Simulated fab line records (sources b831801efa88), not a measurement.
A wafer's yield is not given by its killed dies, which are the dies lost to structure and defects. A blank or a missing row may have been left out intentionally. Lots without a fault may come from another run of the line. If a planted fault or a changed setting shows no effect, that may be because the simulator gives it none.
2 desks looking at one fault / flow gf180mcu / every desk sees just its own numbers, and what lay behind them comes last

== FROM THE METROLOGY DESK ==
What the gauges read for every lot (on any tool): the sampled wafers with a number, averaged. If a lot's mean is further than 4 standard deviations from the usual mean, the lot is out of limits and carries the mark OUT (the distance appears in the brackets).
Columns: A = VT_IMPLANT_2_TW at GF_VT_IMPLANT_TW_MEAS_21, usual 1210; B = HV_LDD_RS at GF_HV_LDD_RS_MEAS_53, usual 418.9 ohm/sq; C = HV_LDD_CVD_56_THK at GF_HV_LDD_THK_MEAS_57, usual 90.5 nm
lot=L592; first seen here=day 7 01:26; A=1214; B=418.8; C=90.1
lot=L593; first seen here=day 7 07:58; A=1193; B=419.0; C=90.3
lot=L594; first seen here=day 7 15:04; A=1212; B=419.3; C=90.4
lot=L595; first seen here=day 7 23:41; A=1210; B=418.7; C=91.0
lot=L596; first seen here=day 8 02:31; A=1206; B=419.2; C=90.0
lot=L598; first seen here=day 8 18:11; A=1199; B=413.1 (-5.3) OUT; C=91.2
lot=L600; first seen here=day 9 05:42; A=1204; B=414.4 (-4.1) OUT; C=90.3
lot=L606; first seen here=day 10 18:46; A=1204; B=418.1; C=90.1
lot=L608; first seen here=day 11 07:17; A=1217; B=417.4; C=91.2
lot=L609; first seen here=day 11 11:26; A=1221; B=420.5; C=89.6
lot=L610; first seen here=day 11 21:56; A=1214; B=420.1; C=90.8
lot=L611; first seen here=day 12 01:50; A=1211; B=418.6; C=91.0
lot=L612; first seen here=day 12 08:04; A=1212; B=420.9; C=90.5
This desk reports L598, L600 out of limits; the earliest was L598 at day 15 14:06 (HV_LDD_RS at GF_HV_LDD_RS_MEAS_53). L592, L593, L594, L595, L596, L606, L608, L609, L610, L611, L612: within limits.

== AT THE TOOL OWNER'S DESK: implanter-01 ==
GF_HV_LDD_IMPLANT_36, tool's own readings: per-lot mean of the sampled wafers with a number, covering each lot this tool ran. If a lot's mean is further than 4 standard deviations from the usual mean, the lot is out of limits and carries the mark OUT (the distance appears in the brackets).
Columns: A = beam on s at GF_HV_LDD_IMPLANT_36, usual 10.01 s; B = end station pressure torr at GF_HV_LDD_IMPLANT_36, usual 5.03e-06 Torr; C = faraday current uA at GF_HV_LDD_IMPLANT_36, usual 42.2; D = rotation deg at GF_HV_LDD_IMPLANT_36, usual 270.00 degrees
lot=L592; first seen here=day 12 10:55; A=9.81; B=5.50e-06; C=43.1; D=269.96
lot=L593; first seen here=day 12 21:50; A=10.09; B=5.27e-06; C=41.9; D=269.99
lot=L594; first seen here=day 13 03:38; A=10.27; B=5.12e-06; C=41.1; D=270.05
lot=L595; first seen here=day 13 13:53; A=10.05; B=4.67e-06; C=42.1; D=269.98
lot=L596; first seen here=day 13 23:03; A=10.05; B=5.06e-06; C=42.0; D=270.00
lot=L598; first seen here=day 14 16:26; A=12.89 (+14) OUT; B=5.04e-06; C=32.8 (-11) OUT; D=269.98
lot=L600; first seen here=day 15 02:44; A=12.31 (+11) OUT; B=4.85e-06; C=34.3 (-9.6) OUT; D=269.96
lot=L606; first seen here=day 17 04:59; A=9.92; B=5.06e-06; C=42.5; D=270.01
lot=L608; first seen here=day 17 19:53; A=10.04; B=5.21e-06; C=42.2; D=270.01
lot=L611; first seen here=day 18 19:54; A=10.00; B=5.13e-06; C=42.3; D=269.97
lot=L612; first seen here=day 19 01:54; A=10.08; B=5.20e-06; C=42.0; D=270.01
This desk finds L598, L600 out of limits, L598 being first, at day 14 16:26 (beam on s at GF_HV_LDD_IMPLANT_36). L592, L593, L594, L595, L596, L606, L608, L611, L612: within limits.

== TAKEN TOGETHER ==
The tool owner's desk had the chance to raise an alarm at day 14 16:26 on L598, L600.
An alarm was possible from the metrology desk at day 15 14:06, on L598, L600.
On implanter-01, each named lot ran GF_HV_LDD_IMPLANT_36.

== WHAT HAD BEEN PUT IN BY THE SIMULATOR ==
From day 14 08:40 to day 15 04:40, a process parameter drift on implanter-01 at GF_HV_LDD_IMPLANT_36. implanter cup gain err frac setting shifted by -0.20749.
Shown lots that were struck: L598, L600.
Counting hours from when the fault started, the first reading out of limits came at 8 for the tool owner's desk and at 29 for the metrology desk.
